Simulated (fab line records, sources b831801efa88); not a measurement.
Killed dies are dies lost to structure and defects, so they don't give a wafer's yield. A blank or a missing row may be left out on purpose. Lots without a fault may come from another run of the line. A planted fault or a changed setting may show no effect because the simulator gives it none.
A struck lot beside a sound one | flow sfq_line | 42 steps out of a route of 325
Sound: wafers L182.1, L182.2, L182.5. Struck: wafers L193.2, L193.3, L193.6. The cause comes at the end.
At each step with rows: each side's tool, then ch and its chambers, then its first start. Under that, the readings that differ: sound wafers | struck wafers | difference of the means | sigmas: that difference in standard deviations of wafers without a fault.
alike: readings whose means differ by less than 2 such deviations, and words and numbers that are the same on both sides. not compared: withheld readings, readings that some wafer has no value for, bounds like >300 that may hide the same value, and numbers for which the record gives no deviation and whose values overlap.
The two part at a step that has a row with sigmas, a row that says differs or no value, or rows on one side only. Numbers that don't overlap but have no deviation are shown without sigmas and don't part them. A reading that every wafer of one side lacks parts them only if that side has two wafers or more.

first, 7 steps without rows for these wafers: SFQ_TRILAYER_I4_VIA_STRIP_STRIP_107 (strips in O2); SFQ_TRILAYER_I4_VIA_STRIP_SOLV_CLEAN_108 (cleans in NMP, time 600 s); SFQ_TRILAYER_JJ_TRILAYER_DEP_PRE_CLEAN_113 (time 22.5 s); SFQ_TRILAYER_JJ_TRILAYER_DEP_SPUTTER_109 (material Nb, target thk 150 nm, time 100 s); SFQ_TRILAYER_JJ_TRILAYER_DEP_SPUTTER_110 (material Al, target thk 8 nm, time 10 s); SFQ_TRILAYER_JJ_TRILAYER_DEP_AL_OXIDATION_111 (oxidation time 600 s); SFQ_TRILAYER_JJ_TRILAYER_DEP_SPUTTER_112 (material Nb, target thk 170 nm, time 113.3 s).
SFQ_JJ_RS_MEAS_929: measures by four-point-probe.
  sound on film_metro-03, day 62 15:52; struck on film_metro-04, day 67 18:02
  alike: JJ_NB_RS
then, 3 steps without rows for these wafers: SFQ_TRILAYER_JJ_CE_LITHO_COAT_119 (resist thk 62 nm); SFQ_TRILAYER_JJ_CE_LITHO_COAT_114 (resist thk 600 nm); SFQ_TRILAYER_JJ_CE_LITHO_SOFTBAKE_118.
SFQ_TRILAYER_JJ_CE_LITHO_EXPOSE_115: exposes mask J5, target cd 700 nm.
  sound on krf_scanner-01 ch 0, day 66 01:09; struck on krf_scanner-02 ch 0, day 68 00:23
  alike: mask
then, 2 steps without rows for these wafers: SFQ_TRILAYER_JJ_CE_LITHO_PEB_117 (peb time 60 s); SFQ_TRILAYER_JJ_CE_LITHO_DEVELOP_116 (time 60 s).
SFQ_JJ_OVL_MEAS_931:
  sound on overlay-01, day 66 02:39; struck on overlay-01, day 68 01:42
  alike: J5_OVL
SFQ_TRILAYER_JJ_CE_METRO_MEASURE_117:
  sound on cd_sem-02, day 66 02:41; struck on cd_sem-01, day 68 03:18
  reading    | sound             | struck            | difference | sigmas
  cd_nm (nm) | 701.1 701.1 700.2 | 694.3 683.8 690.0 | -11.4      | -10
SFQ_TRILAYER_JJ_CE_BARC_OPEN_RIE_150: chemistry O2, target BARC, target depth 240 nm, time 80 s.
  sound on rie_metal-02 ch 0,1, day 66 03:53; struck on rie_metal-02 ch 0, day 68 08:19
  reading             | sound           | struck          | difference | sigmas
  model.JJ.cd_nm (nm) | 701 700.5 701.2 | 694.9 685.3 690 | -10.8      |
  alike: bias_w, drypump_motor_current_A, oes_product_au
  not compared: rf_hours_counter_h
SFQ_TRILAYER_JJ_CE_ETCH_RIE_118: chemistry SF6, target Nb, stops on Al2O3, time 97.7 s, target depth 170 nm.
  sound on rie_metal-02 ch 0,1, day 66 03:58; struck on rie_metal-02 ch 0, day 68 08:24
  reading             | sound             | struck            | difference | sigmas
  model.JJ.cd_nm (nm) | 700.6 700.8 700.3 | 694.1 685.1 688.8 | -11.2      |
  alike: bias_w, drypump_motor_current_A, oes_product_au
  not compared: rf_hours_counter_h
then, 1 step without rows for these wafers: SFQ_TRILAYER_JJ_ANODIZE_ANODIZE_119.
SFQ_TRILAYER_JJ_CE_STRIP_STRIP_120: strips in O2.
  sound on rie_metal-02 ch 0,1, day 66 04:35; struck on rie_metal-02 ch 1, day 68 09:01
  alike: drypump_motor_current_A, oes_product_au
  not compared: rf_hours_counter_h
then, 7 steps without rows for these wafers: SFQ_TRILAYER_JJ_CE_STRIP_SOLV_CLEAN_121 (cleans in NMP, time 600 s); SFQ_TRILAYER_M5_LITHO_COAT_128 (resist thk 62 nm); SFQ_TRILAYER_M5_LITHO_COAT_123 (resist thk 600 nm); SFQ_TRILAYER_M5_LITHO_SOFTBAKE_127; SFQ_TRILAYER_M5_LITHO_EXPOSE_124 (exposes mask M5, target cd 700 nm); SFQ_TRILAYER_M5_LITHO_PEB_126 (peb time 60 s); SFQ_TRILAYER_M5_LITHO_DEVELOP_125 (time 60 s).
-- the record jumps here: 4 days lie between the struck wafers' starts before and after --
SFQ_M5_OVL_MEAS_932:
  sound on overlay-02, day 69 22:33; struck on overlay-02, day 72 02:59
  alike: M5_OVL
then, 4 steps without rows for these wafers: SFQ_TRILAYER_M5_BARC_OPEN_METAL_ETCH_161 (etches BARC in O2, target depth 125 nm, time 41.7 s); SFQ_TRILAYER_M5_ETCH_METAL_ETCH_126 (etches Nb in Cl2/BCl3, stops on SiO2, time 203.2 s, target depth 265 nm); SFQ_TRILAYER_M5_STRIP_STRIP_127 (strips in O2); SFQ_TRILAYER_M5_STRIP_SOLV_CLEAN_128 (cleans in NMP, time 600 s).
SFQ_TRILAYER_A5B_DEP_PECVD_129: deposits SiO2 from SiH4/N2O, time 133.33 s, target thk 600 nm.
  sound on pecvd-01 ch 0,2, day 69 23:37; struck on pecvd-04 ch 1,2, day 72 04:02
  alike: heater_power_w, susceptor_temp_C, throttle_valve_pct
SFQ_TRILAYER_A5B_CMP_CMP_130: polishes, stops on Nb, target thk 340.7 nm.
  sound on cmp-02 ch 1,3, day 69 23:42; struck on cmp-02 ch 0,2, day 72 05:14
  alike: motor_current_A, platen_rpm
SFQ_TRILAYER_A5B_METRO_MEASURE_131:
  sound on film_metro-03, day 70 02:42; struck on film_metro-04, day 72 07:56
  reading     | sound       | struck      | difference | sigmas
  thk_nm (nm) | 336 336 340 | 356 343 351 | +13        | +2
then, 1 step without rows for these wafers: SFQ_TRILAYER_R5_DEP_SPUTTER_132 (material Ti, target thk 5 nm, time 5 s).
SFQ_TRILAYER_R5_DEP_SPUTTER_133: material MoNx, target thk 40 nm, time 66.7 s.
  sound on pvd_sputter-06, day 70 03:55; struck on pvd_sputter-05, day 72 08:57
  alike: throttle_valve_pct
then, 1 step without rows for these wafers: SFQ_TRILAYER_R5_DEP_SPUTTER_134 (material Ti, target thk 5 nm, time 5 s).
SFQ_R5_RS_MEAS_933: measures by four-point-probe.
  sound on film_metro-02, day 70 03:59; struck on film_metro-01, day 72 09:02
  alike: R5_MONX_RS
SFQ_R5_THK_MEAS_934: measures by xrf.
  sound on film_metro-02, day 70 04:07; struck on film_metro-01, day 72 09:09
  alike: R5_MONX_THK
then, 1 step without rows for these wafers: SFQ_TRILAYER_R5_LITHO_COAT_141 (resist thk 62 nm).
-- the record jumps here: 29 days lie between the struck wafers' starts before and after --
SFQ_M8_BOW_MEAS_951:
  sound on film_metro-02, day 95 18:41; struck on film_metro-01, day 101 03:37
  reading                | sound         | struck               | difference | sigmas
  model.etest.jj.g_times | 1.001 1.002 1 | 0.9827 0.9575 0.9678 | -0.0317    |
  alike: M8_BOW

WHERE THEY PART
First at SFQ_TRILAYER_JJ_CE_METRO_MEASURE_117; last, within this record, at SFQ_TRILAYER_A5B_METRO_MEASURE_131. Later steps at which nothing parts them and some readings are alike: SFQ_TRILAYER_R5_DEP_SPUTTER_133, SFQ_R5_RS_MEAS_933, SFQ_R5_THK_MEAS_934, SFQ_M8_BOW_MEAS_951.

WHY: what the simulator had put in
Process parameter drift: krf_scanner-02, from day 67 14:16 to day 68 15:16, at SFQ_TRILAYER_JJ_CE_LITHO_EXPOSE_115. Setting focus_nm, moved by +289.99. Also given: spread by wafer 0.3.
